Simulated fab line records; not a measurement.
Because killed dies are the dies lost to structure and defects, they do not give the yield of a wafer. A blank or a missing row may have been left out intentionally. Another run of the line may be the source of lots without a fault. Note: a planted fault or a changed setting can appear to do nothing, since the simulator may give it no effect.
Code-filled problem report in 8D (eight disciplines) form -- flow sky130 -- the parts of the form that need people (team, actions taken, sign-off) are left out

1. THE ISSUE
Wafers without a fault read 140.00, standard deviation 0.04; beam energy keV at SKY_NWELL_IMPLANT_24 reads a mean of 153.27 on 6 wafers belonging to 2 lots. That is +99 or more standard deviations from the usual mean.
First seen on wafer L938.1, day 7 07:01, on implanter-02. Wafers with a number at this step in the record: 39, from 13 lots. Rule for "out" (also "out of limits"): further than 4 standard deviations from the usual mean. Any other wafer with a number is counted as sound.

2. WHAT IT IS AND WHAT IT IS NOT
question,is,is not
which readings at this step,beam energy keV,-
which lots,"L938, L940","L931, L932, L933, L934, L935, L936, L945, L950, L951, L952, L953"
which wafers of those lots,all that have a number,-
read on which tools,implanter-02,"implanter-03, implanter-04"
when,from day 7 07:01,"up to then (18 sound wafers); but 15 sound wafers of L945, L950, L951, L952, L953 came after"

3. THE SUSPECTS, EACH WITH WHAT RULES IT OUT
Counting: any tool at a process step up to the reading is kept as a suspect provided that every lot that is out went through it and no sound lot did after the first of them.
- plasma asher-03 at SKY_NWELL_STRIP_14 (strips in O2/N2): ruled out as a lasting fault. The sound lots L952 went through it after L938, its earliest lot that is out (day 6 11:53).
- implanter-02 at SKY_NWELL_IMPLANT_24: kept. All lots that are out passed through it, beginning with L938 at day 7 07:01, and no sound lot followed; its final sound lot before that point was L935 at day 6 15:28. Its own readings are out on those wafers: beam energy keV.
Remaining after the count: implanter-02 at SKY_NWELL_IMPLANT_24.

4. THE CAUSE (what the simulator had put in)
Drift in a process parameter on implanter-02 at SKY_NWELL_IMPLANT_24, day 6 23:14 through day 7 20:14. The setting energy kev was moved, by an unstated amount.
The count eliminated every tool but this one.

5. THE CHAIN OF EFFECTS, in route order
Each row: a reading whose mean over the struck wafers that have a number lies more than 3 standard deviations from the usual. Only readings for which the record gives a usual standard deviation are gone through. hours: the time from each lot's start at the first step in this table that gives one to its start at this step, as a median over the lots. sigmas: the change in usual standard deviations.
hours,step,reading,usual,on struck wafers,change,sigmas
0,SKY_NWELL_IMPLANT_24,beam energy keV,140.00,153.27,+13.27,+99 or more
It contains these process steps:
- SKY_NWELL_IMPLANT_24
Later steps that measure or inspect, where all struck wafers having a row at the step show a number for every such reading and not one has moved that far: SKY_VT_ADJUST_LVTN_OVL_MEAS_07.

6. HOW IT WOULD HAVE BEEN CAUGHT EARLIER
8 hours passed between the start of the fault at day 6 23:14 and the first reading out of limits in this record, taken at day 7 07:01.
